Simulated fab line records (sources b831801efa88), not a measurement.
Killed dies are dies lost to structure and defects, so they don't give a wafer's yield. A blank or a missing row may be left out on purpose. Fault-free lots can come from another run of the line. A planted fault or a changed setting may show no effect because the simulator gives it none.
fab line records	flow sky130
record: lots: 6	wafers: 16	last-day: 50
route steps=708 shown VIA2@516 METAL3@532 PAD_OPEN@708
lots with no fault: from the same line, run without faults
start-h: hours from the record's first day to the start of the lot's first wafer shown	wait-h: time in hours since the lot's previous step	" same as the row above	L1.1+2: several wafers, shown together as one row	- no value present, or no start provided	* or withheld: withheld	< > ~ a bound
route shown NAME@n: NAME is a module with steps in the file, n the number in the route of the first one	usual: the fault-free wafers' mean and standard deviation	same: alike in all rows	chamber/n: place in a boat	sites: readings site by site	_std_site: how widely they spread, as a standard deviation	_edge_site: mean of outer sites minus mean of inner sites	radius-mm: how far each site lies from the wafer's centre	mask NAME#n: copy n	behind: the most recent tool/chamber to have shaped the wafer	hold: why the lot went on hold/how many hours it stayed there/how the hold came to an end	device: the transistor (n, p or np) that didn't switch	end of line: at the end of the route, the tests of the same wafers	a step without rows: its recipe alone	killed: not the wafer's yield, but the dies lost to structure and defects at the first sort	map: dies across one wafer; x = killed, . = not, _ = none there
set.NAME: the run value of the setting; set.NAME@STEP: its run value at that earlier step	model.NAME: the simulator's own value behind a step, which no gauge read
lots at selected steps of the route; one table per step, one row per wafer
services: a tool's chamber out of use, with start hour (start-h, from the record's first day; less than 0 if before it), hours out, and reason
== steps ==
step: SKY_VIA2_EXPOSE_09
recipe: mask-id: VIM2	na: 0.8	source-shape: annular	sigma-inner: 0.55	sigma-outer: 0.85	target-cd-nm: 200	dose-mj: 38
step: SKY_VIA2_PEB_10
recipe: peb-temp-c: withheld	peb-time-s: withheld	resist: KrF-thick
step: SKY_VIA2_DEVELOP_11
recipe: develop-time-s: 60	resist: KrF-thick	dev-temp-c: 21
step: SKY_VIA2_CD_MEAS_12
recipe: target-cd-nm: 200
usual: cd-nm: 199.7/1.7
lot.wafer	tool	chamber	start-h	wait-h	cd-nm
L737.3	cd-sem-01	-	863.72	-	199.3
L737.5	"	-	"	"	200.2
L738.3	cd-sem-01	-	870.97	-	204.3
L738.4	"	-	"	"	202.3
L747.2	cd-sem-01	-	952.70	-	200.9
L747.4	"	-	"	"	199.4
L747.6	"	-	"	"	199.3
L749.1	cd-sem-01	-	980.14	-	197.7
L749.3	"	-	"	"	198.2
L749.4	"	-	"	"	197.6
L751.2	cd-sem-02	-	991.45	-	201.5
L751.3	"	-	"	"	200.3
L751.4	"	-	"	"	201.8
L755.2	cd-sem-02	-	1013.11	-	198.1
L755.5	"	-	"	"	198.2
L755.6	"	-	"	"	197.2
step: SKY_VIA2_OVL_MEAS_13
usual: VIA2_OVL: -2/5
lot.wafer	tool	chamber	start-h	wait-h	VIA2_OVL[nm]
L737.3	overlay-01	-	863.82	0.1	-1
L737.5	"	-	"	"	4
L738.3	overlay-01	-	871.07	0.1	-2
L738.4	"	-	"	"	1
L747.2	overlay-01	-	952.81	0.1	7
L747.4	"	-	"	"	8
L747.6	"	-	"	"	7
L749.1	overlay-01	-	980.26	0.1	4
L749.3	"	-	"	"	-6
L749.4	"	-	"	"	-6
L751.2	overlay-01	-	991.56	0.1	-1
L751.3	"	-	"	"	-2
L751.4	"	-	"	"	-3
L755.2	overlay-02	-	1013.22	0.1	-1
L755.5	"	-	"	"	3
L755.6	"	-	"	"	2
step: SKY_VIA2_ETCH_14
recipe: chemistry: N2/H2	target: BARC	ion-energy-ev: 200	source-w: 500	bias-w: 100	pressure-mtorr: 30	n2-flow-sccm: 100	h2-flow-sccm: 200	stop-on: SiO2	time-s: 45.9	target-depth-a: 600
usual: drypump-motor-current-A: 5.4/0.52	n2-flow-sccm: 99.97/0.27	oes-product-au: 0.854/0.0045	throttle-valve-pct: 13.226/0.0088
lot.wafer	tool	chamber	start-h	wait-h	drypump-motor-current-A	n2-flow-sccm	oes-product-au	rf-hours-counter-h	throttle-valve-pct
L737.3	rie-diel-01	3	863.84	0.0	5.7	100.25	0.858	2	13.227
L737.5	"	1	"	"	5.2	99.69	0.853	-	13.219
L738.3	rie-diel-03	2	871.09	0.0	5.1	99.91	0.855	13	13.229
L738.4	"	3	"	"	5.2	100.16	0.853	3	13.236
L747.2	rie-diel-01	3	952.84	0.0	5.7	99.87	0.849	5	13.233
L747.4	"	0	"	"	5.7	100.39	0.846	27	13.231
L747.6	"	2	"	"	4.7	99.69	0.858	-	13.206
L749.1	rie-diel-01	0	980.30	0.0	5.7	99.89	0.860	28	13.214
L749.3	"	2	"	"	4.7	100.06	0.855	19	13.221
L749.4	"	3	"	"	5.7	99.91	0.857	-	13.220
L751.2	rie-diel-01	2	991.59	0.0	4.7	100.27	0.844	20	13.235
L751.3	"	3	"	"	5.7	99.94	0.848	7	13.225
L751.4	"	3	"	"	5.7	99.94	0.841	-	13.209
L755.2	rie-diel-01	2	1013.25	0.0	4.7	99.64	0.856	21	13.216
L755.5	"	3	"	"	5.7	99.32	0.853	-	13.230
L755.6	"	2	"	"	4.7	100.28	0.853	-	13.227
step: SKY_VIA2_ETCH_15
recipe: target: SiO2	chemistry: C4F8/O2/Ar	target-depth-nm: 546	stop-on: TiN	mask-material: KrF-thick	source-w: 1500	bias-w: 1200	pressure-mtorr: 40	c4f8-flow-sccm: withheld	O2_flow_sccm: 6	Ar_flow_sccm: 300	time-s: 84
usual: oes-product-au: 0.939/0.0044
lot.wafer	tool	chamber	start-h	wait-h	oes-product-au	rf-hours-counter-h
L737.3	rie-diel-01	3	863.88	0.0	0.937	2
L737.5	"	1	"	"	0.936	-
L738.3	rie-diel-03	2	871.13	0.0	0.935	13
L738.4	"	3	"	"	0.941	3
L747.2	rie-diel-01	3	952.88	0.0	0.943	5
L747.4	"	0	"	"	0.934	27
L747.6	"	2	"	"	0.937	-
L749.1	rie-diel-01	0	980.34	0.0	0.950	28
L749.3	"	2	"	"	0.942	19
L749.4	"	3	"	"	0.935	-
L751.2	rie-diel-01	2	991.63	0.0	0.936	20
L751.3	"	3	"	"	0.947	7
L751.4	"	3	"	"	0.933	-
L755.2	rie-diel-01	2	1013.31	0.0	0.941	21
L755.5	"	3	"	"	0.936	-
L755.6	"	2	"	"	0.937	-
step: SKY_VIA2_STRIP_16
recipe: chemistry: O2/N2	power-w: 1400	pressure-mtorr: 1500	platen-temp-c: withheld	o2-flow-sccm: 3000	n2-flow-sccm: 300	overash-fraction: 0.5
usual: drypump-motor-current-A: 5.77/0.26	n2-flow-sccm: 299.9/0.82	oes-product-au: 0.399/0.0045	strip-time-to-endpoint-s: 4.052/0.028
lot.wafer	tool	chamber	start-h	wait-h	drypump-motor-current-A	n2-flow-sccm	oes-product-au	rf-hours-counter-h	strip-time-to-endpoint-s
L737.3	plasma-asher-02	1	863.98	0.1	6.09	300.9	0.399	-	4.029
L737.5	"	1	"	"	6.08	300.0	0.398	-	4.058
L738.3	plasma-asher-03	1	871.23	0.1	5.55	299.7	0.403	-	4.080
L738.4	"	0	"	"	5.20	300.4	0.396	-	4.115
L747.2	plasma-asher-04	1	952.95	0.0	5.70	300.5	0.394	52	4.077
L747.4	"	1	"	"	5.71	299.0	0.399	-	4.070
L747.6	"	0	"	"	5.78	299.5	0.402	-	4.048
L749.1	plasma-asher-04	0	980.40	0.0	5.77	298.3	0.401	55	4.072
L749.3	"	0	"	"	5.79	299.4	0.391	-	4.038
L749.4	"	1	"	"	5.70	299.3	0.396	-	4.036
L751.2	plasma-asher-02	0	991.70	0.0	5.93	299.7	0.403	115	4.053
L751.3	"	0	"	"	5.99	300.8	0.395	-	4.005
L751.4	"	1	"	"	6.08	299.5	0.395	-	3.995
L755.2	plasma-asher-04	1	1013.41	0.1	5.77	299.6	0.400	59	4.065
L755.5	"	1	"	"	5.74	300.4	0.388	-	4.012
L755.6	"	0	"	"	5.80	300.9	0.399	-	4.080
step: SKY_VIA2_STRIP_17
recipe: chemistry: post-etch-residue-remover	time-s: 1200	temp-c: 72.5
step: SKY_VIA2_CLEAN_18
recipe: chemistry: IPA	time-s: 180	temp-c: 25
step: SKY_VIA2_CLEAN_19
recipe: chemistry: O3/DIW	dry: n2-spin
step: SKY_VIA2_SPUTTER_20
recipe: material: TiN	target-thk-nm: 20	chamber-pressure-pa: 5	power-w: 4000	time-s: 80
usual: throttle-valve-pct: 30.3/1.2
lot.wafer	tool	chamber	start-h	wait-h	throttle-valve-pct
L737.3	pvd-sputter-01	-	864.54	0.0	28.2
L737.5	"	-	"	"	28.2
L738.3	pvd-sputter-04	-	871.84	0.0	29.5
L738.4	"	-	"	"	30.5
L747.2	pvd-sputter-04	-	953.60	0.0	31.9
L747.4	"	-	"	"	30.1
L747.6	"	-	"	"	29.6
L749.1	pvd-sputter-04	-	981.00	0.0	29.6
L749.3	"	-	"	"	30.3
L749.4	"	-	"	"	31.7
L751.2	pvd-sputter-01	-	992.30	0.0	30.3
L751.3	"	-	"	"	28.2
L751.4	"	-	"	"	30.0
L755.2	pvd-sputter-03	-	1014.03	0.0	30.7
L755.5	"	-	"	"	32.2
L755.6	"	-	"	"	29.1
step: SKY_VIA2_CVD_21
recipe: material: W	target-thk-nm: 420	time-s: 126.4	temp-c: 400	pressure-torr: 40
usual: heater-power-w: 794/42
lot.wafer	tool	chamber	start-h	wait-h	heater-power-w	model.W_of_VIA2_CVD_21.thk-nm
L737.3	cvd-w-01	1	864.64	0.1	759	146.5
L737.5	"	0	"	"	774	420.6
L738.3	cvd-w-01	0	871.95	0.1	776	134.9
L738.4	"	1	"	"	742	416.7
L747.2	cvd-w-01	0	953.66	0.0	730	419.7
L747.4	"	1	"	"	697	420.3
L747.6	"	0	"	"	747	420.7
L749.1	cvd-w-02	1	981.06	0.0	832	409.9
L749.3	"	1	"	"	799	415.4
L749.4	"	0	"	"	824	421.9
L751.2	cvd-w-02	1	992.36	0.0	814	425.5
L751.3	"	0	"	"	842	426.7
L751.4	"	1	"	"	817	422.3
L755.2	cvd-w-01	0	1014.09	0.0	753	419.8
L755.5	"	0	"	"	750	423.4
L755.6	"	1	"	"	703	418.8
step: SKY_VIA2_RS_MEAS_22
recipe: thk-meas-gauge: four-point-probe	reads: W_of_VIA2_CVD_21+TiN_of_VIA2_SPUTTER_20
usual: VIA2_W_RS: 0.2724/0.0028
lot.wafer	tool	chamber	start-h	wait-h	hold	VIA2_W_RS[ohm/sq]
L737.3	film-metro-03	-	864.77	0.1	await-dispo/0.2h/release	0.7954
L737.5	"	-	"	"	await-dispo/0.2h/release	0.2714
L737.3	film-metro-03	-	865.05	0.3	-	0.7955
L737.5	"	-	"	"	-	0.2717
L738.3	film-metro-02	-	872.07	0.1	await-dispo/0.2h/release	0.8682
L738.4	"	-	"	"	await-dispo/0.2h/release	0.2758
L738.3	film-metro-02	-	872.36	0.3	-	0.8674
L738.4	"	-	"	"	-	0.2756
L747.2	film-metro-02	-	953.81	0.1	-	0.2736
L747.4	"	-	"	"	-	0.2735
L747.6	"	-	"	"	-	0.2731
L749.1	film-metro-03	-	981.19	0.1	-	0.2789
L749.3	"	-	"	"	-	0.2759
L749.4	"	-	"	"	-	0.2717
L751.2	film-metro-02	-	992.51	0.1	-	0.2699
L751.3	"	-	"	"	-	0.2685
L751.4	"	-	"	"	-	0.2722
L755.2	film-metro-02	-	1014.24	0.1	-	0.2735
L755.5	"	-	"	"	-	0.2708
L755.6	"	-	"	"	-	0.2742
step: SKY_VIA2_THK_MEAS_23
recipe: thk-meas-gauge: xrf	reads: W_of_VIA2_CVD_21
usual: VIA2_W_THK: 429/5.7
lot.wafer	tool	chamber	start-h	wait-h	hold	VIA2_W_THK[nm]
L737.3	film-metro-03	-	866.74	1.7	await-dispo/0.2h/release	147
L737.5	"	-	"	"	await-dispo/0.2h/release	425
L737.3	film-metro-03	-	866.96	0.2	-	148
L737.5	"	-	"	"	-	428
L738.3	film-metro-02	-	876.76	4.4	await-dispo/0.2h/release	137
L738.4	"	-	"	"	await-dispo/0.2h/release	432
L738.3	film-metro-02	-	876.98	0.2	-	137
L738.4	"	-	"	"	-	427
L747.2	film-metro-02	-	953.92	0.1	-	439
L747.4	"	-	"	"	-	434
L747.6	"	-	"	"	-	433
L749.1	film-metro-03	-	981.31	0.1	-	412
L749.3	"	-	"	"	-	417
L749.4	"	-	"	"	-	424
L751.2	film-metro-02	-	992.62	0.1	-	436
L751.3	"	-	"	"	-	438
L751.4	"	-	"	"	-	431
L755.2	film-metro-02	-	1014.35	0.1	-	433
L755.5	"	-	"	"	-	438
L755.6	"	-	"	"	-	436
step: SKY_VIA2_CMP_24
recipe: stop-on: SiO2	t-overpolish-s: 20	down-force-psi: 3.5	platen-rpm: 60	target-thk-nm: 0	pad-velocity-m-s: 0.94248
usual: motor-current-A: 11.7/0.75	time-to-endpoint-s: 101/4.3
lot.wafer	tool	chamber	start-h	wait-h	hold	motor-current-A	time-to-endpoint-s
L737.3	cmp-01	3	870.04	3.1	await-dispo/2.9h/release	10.9	31
L737.5	"	1	"	"	await-dispo/2.9h/release	11.6	103
L738.4	cmp-01	1	879.56	2.6	await-dispo/2.5h/release	11.3	100
L738.3	"	2	"	"	await-dispo/2.5h/release	12.2	32
L747.2	cmp-02	3	954.02	0.1	-	11.0	96
L747.4	"	1	"	"	-	11.8	108
L747.6	"	3	"	"	-	10.5	98
L749.1	cmp-01	2	981.42	0.1	-	11.7	94
L749.3	"	3	"	"	-	11.4	89
L749.4	"	0	"	"	-	11.0	94
L751.3	cmp-02	3	992.67	0.0	-	11.0	98
L751.4	"	0	"	"	-	12.4	103
L751.2	"	1	"	"	-	11.7	102
L755.2	cmp-02	3	1014.41	0.0	-	11.1	100
L755.5	"	3	"	"	-	10.5	100
L755.6	"	0	"	"	-	12.0	105
step: SKY_METAL3_SPUTTER_00
recipe: material: Ti	target-thk-nm: 15	power-w: 3000	time-s: 10	chamber-pressure-pa: 0.4
usual: throttle-valve-pct: 30.0/1.2
lot.wafer	tool	chamber	start-h	wait-h	throttle-valve-pct
L737.3	pvd-sputter-04	-	870.19	0.1	30.0
L737.5	"	-	"	"	29.1
L738.3	pvd-sputter-01	-	879.91	0.3	31.4
L738.4	"	-	"	"	30.1
L747.2	pvd-sputter-01	-	954.27	0.2	29.9
L747.4	"	-	"	"	30.1
L747.6	"	-	"	"	31.6
L749.1	pvd-sputter-01	-	981.67	0.2	30.2
L749.3	"	-	"	"	29.8
L749.4	"	-	"	"	31.3
L751.2	pvd-sputter-04	-	992.97	0.1	29.4
L751.3	"	-	"	"	30.1
L751.4	"	-	"	"	31.9
L755.2	pvd-sputter-04	-	1014.71	0.2	29.5
L755.5	"	-	"	"	31.8
L755.6	"	-	"	"	30.3
step: SKY_PAD_OPEN_PROBE_99
usual: defect-limited-yield: 82.5/1.9	killed_at_M0_to_M3: 44/7.3	killed_at_M4_up: 3.2/1.8	killed-at-contacts: 24/5.4	killed-at-front-end: 16/4.4	killed-at-other: 0.3/0.48	killed-dies: 86/9.5	killed-open: 47/7.7	killed-short: 39/6.4	sort_bin_3_pad_short: 0.9/0.41	sort_bin_5_function: 10.4/1.5	sort_bin_6_memory: 6.2/1.1	sort-n-pass: 406/9.5	sort-yield-pct: 82.5/1.9
same: gross-dies: 492	killed-at-back-side: 0	sort_bin_4_leakage[%]: 0	sort_bin_8_speed[%]: 0
lot.wafer	tool	chamber	start-h	wait-h	defect-limited-yield[%]	killed_at_M0_to_M3	killed_at_M4_up	killed-at-contacts	killed-at-front-end	killed-at-other	killed-dies	killed-open	killed-short	sort_bin_3_pad_short[%]	sort_bin_5_function[%]	sort_bin_6_memory[%]	sort-n-pass	sort-yield-pct[%]
L737.5	prober-01	-	1085.79	0.2	83.9	40	3	28	8	0	79	39	40	0.2	8.7	7.1	413	83.9
L747.2	prober-01	-	1155.77	0.1	83.1	47	1	18	17	0	83	52	31	0.6	10.0	6.3	409	83.1
L747.4	prober-01	-	1155.87	0.2	85.6	33	3	21	14	0	71	44	27	0.4	8.3	5.7	421	85.6
L747.6	prober-01	-	1155.97	0.2	82.9	39	5	25	15	0	84	51	33	0.2	11.2	5.7	408	82.9
L749.1	prober-02	-	1176.39	0.1	81.9	40	1	25	23	0	89	53	36	1.0	9.6	7.5	403	81.9
L749.3	prober-02	-	1176.49	0.2	83.3	43	2	23	14	0	82	44	38	0.6	10.0	6.1	410	83.3
L749.4	prober-02	-	1176.54	0.2	82.1	46	4	26	12	0	88	57	31	1.4	11.2	5.3	404	82.1
L755.2	prober-02	-	1200.64	0.1	84.3	42	6	16	13	0	77	43	34	1.2	9.8	4.7	415	84.3
L755.5	prober-02	-	1200.79	0.2	80.9	42	3	26	23	0	94	55	39	0.6	11.8	6.7	398	80.9
L755.6	prober-02	-	1200.84	0.2	85.6	36	0	21	14	0	71	38	33	1.2	7.7	5.5	421	85.6
killed by level:class
L737.5 VIA1:geometric-particle:open=10 VIA2:geometric-particle:open=7 LOCAL_INTERCONNECT:geometric-particle:short=7 LI_CONTACT:geometric-particle:open=6 CONTACT:geometric-particle:short=5 CONTACT:geometric-particle:open=5 VIA3:geometric-particle:open=5 FIELD_ISO:geometric-particle:short=4
L747.2 VIA1:geometric-particle:open=15 VIA1:geometric-particle:short=10 CONTACT:geometric-particle:open=9 VIA3:geometric-particle:open=7 VIA2:geometric-particle:open=5 FIELD_ISO:geometric-particle:short=4 FIELD_ISO:geometric-particle:open=4 POLY_GATE:geometric-particle:short=3
L747.4 CONTACT:geometric-particle:open=9 VIA2:geometric-particle:open=7 VIA1:geometric-particle:open=6 FIELD_ISO:geometric-particle:open=5 LI_CONTACT:geometric-particle:open=5 VIA3:geometric-particle:open=5 POLY_CUT:geometric-particle:short=3 METAL3:geometric-particle:short=3
L747.6 CONTACT:geometric-particle:open=9 LI_CONTACT:geometric-particle:open=9 VIA2:geometric-particle:open=7 VIA1:geometric-particle:open=6 FIELD_ISO:geometric-particle:short=5 VIA3:geometric-particle:open=5 METAL1:geometric-particle:short=5 METAL2:geometric-particle:short=4
L749.1 VIA1:geometric-particle:open=11 CONTACT:geometric-particle:open=10 FIELD_ISO:geometric-particle:open=7 LI_CONTACT:geometric-particle:open=7 FIELD_ISO:geometric-particle:short=6 METAL1:geometric-particle:short=6 VIA2:geometric-particle:open=5 POLY_GATE:geometric-particle:open=4
L749.3 LI_CONTACT:geometric-particle:open=9 VIA1:geometric-particle:open=9 METAL2:geometric-particle:short=6 FIELD_ISO:geometric-particle:open=5 LOCAL_INTERCONNECT:geometric-particle:short=5 CONTACT:geometric-particle:open=5 METAL1:geometric-particle:short=5 VIA1:geometric-particle:short=5
L749.4 VIA1:geometric-particle:open=17 CONTACT:geometric-particle:open=9 LI_CONTACT:geometric-particle:open=8 VIA3:geometric-particle:open=8 LI_CONTACT:geometric-particle:short=6 METAL1:geometric-particle:short=6 FIELD_ISO:geometric-particle:short=4 POLY_GATE:geometric-particle:open=4
L755.2 VIA1:geometric-particle:open=13 VIA1:geometric-particle:short=8 VIA3:geometric-particle:open=7 FIELD_ISO:geometric-particle:open=5 CONTACT:geometric-particle:open=5 VIA2:geometric-particle:open=5 LOCAL_INTERCONNECT:geometric-particle:short=4 METAL4:geometric-particle:short=4
L755.5 CONTACT:geometric-particle:open=12 VIA3:geometric-particle:open=10 VIA1:geometric-particle:open=9 FIELD_ISO:geometric-particle:short=8 VIA2:geometric-particle:open=8 METAL1:geometric-particle:short=7 FIELD_ISO:geometric-particle:open=5 POLY_GATE:geometric-particle:short=5
L755.6 CONTACT:geometric-particle:open=9 VIA1:geometric-particle:open=7 VIA2:geometric-particle:open=6 VIA2:geometric-particle:short=5 FIELD_ISO:geometric-particle:short=4 POLY_GATE:geometric-particle:short=4 CONTACT:geometric-particle:short=4 VIA3:geometric-particle:open=4
== services ==
tool	chamber	start-h	hours	kind
cmp-01	-	840.13	5.9	pm
plasma-asher-02	-	856.33	5.3	repair
plasma-asher-02	-	882.39	11.8	repair
cvd-w-02	-	886.81	1.4	repair
cmp-01	-	887.32	1.3	repair
cvd-w-01	-	889.82	6.9	pm
plasma-asher-02	-	892.43	0.4	repair
cmp-01	-	892.62	13.6	pm
cvd-w-01	-	904.00	14.0	pm
cmp-02	-	906.44	1.8	repair
rie-diel-01	-	906.66	1.5	repair
rie-diel-01	0	906.69	19.8	repair
cvd-w-01	1	910.61	14.4	repair
pvd-sputter-04	-	913.26	2.2	repair
cmp-01	-	913.40	4.0	pm
cmp-02	-	918.30	0.5	repair
pvd-sputter-01	-	939.47	6.4	repair
cmp-01	-	944.64	1.3	repair
cmp-02	-	946.01	2.4	repair
plasma-asher-04	-	947.46	2.5	repair
cmp-02	-	954.34	1.3	repair
cmp-01	-	970.09	0.9	repair
pvd-sputter-04	-	993.61	7.5	repair
rie-diel-01	1	1005.26	24.7	repair
== key ==
first-sign: step: SKY_VIA2_RS_MEAS_22	reading: visit	direction: added
effect: step: SKY_VIA2_RS_MEAS_22	reading: VIA2_W_RS	direction: up	sigmas: 99+	usual: 0.2724	struck: 0.8318
effect: step: SKY_VIA2_THK_MEAS_23	reading: visit	direction: added
effect: step: SKY_VIA2_THK_MEAS_23	reading: VIA2_W_THK	direction: down	sigmas: 50	usual: 429	struck: 142
effect: step: SKY_VIA2_CMP_24	reading: time-to-endpoint-s	direction: down	sigmas: 16	usual: *	struck: *
model-effect: step: SKY_VIA2_CVD_21	value: W_of_VIA2_CVD_21.thk-nm	without: 419.6	struck: 140.7
met-at SKY_VIA2_CVD_21
struck-wafers L737.3,L738.3
fault: kind: process-parameter-drift	tool: cvd-w-01	chamber: -	onset-h: 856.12	steps: SKY_VIA2_CVD_21	channel: target-thk-nm	offset: -278.91	shape: step	end-h: 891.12	scope: struck-wafers-only	acts-in: these-recipes-only	stated: 420
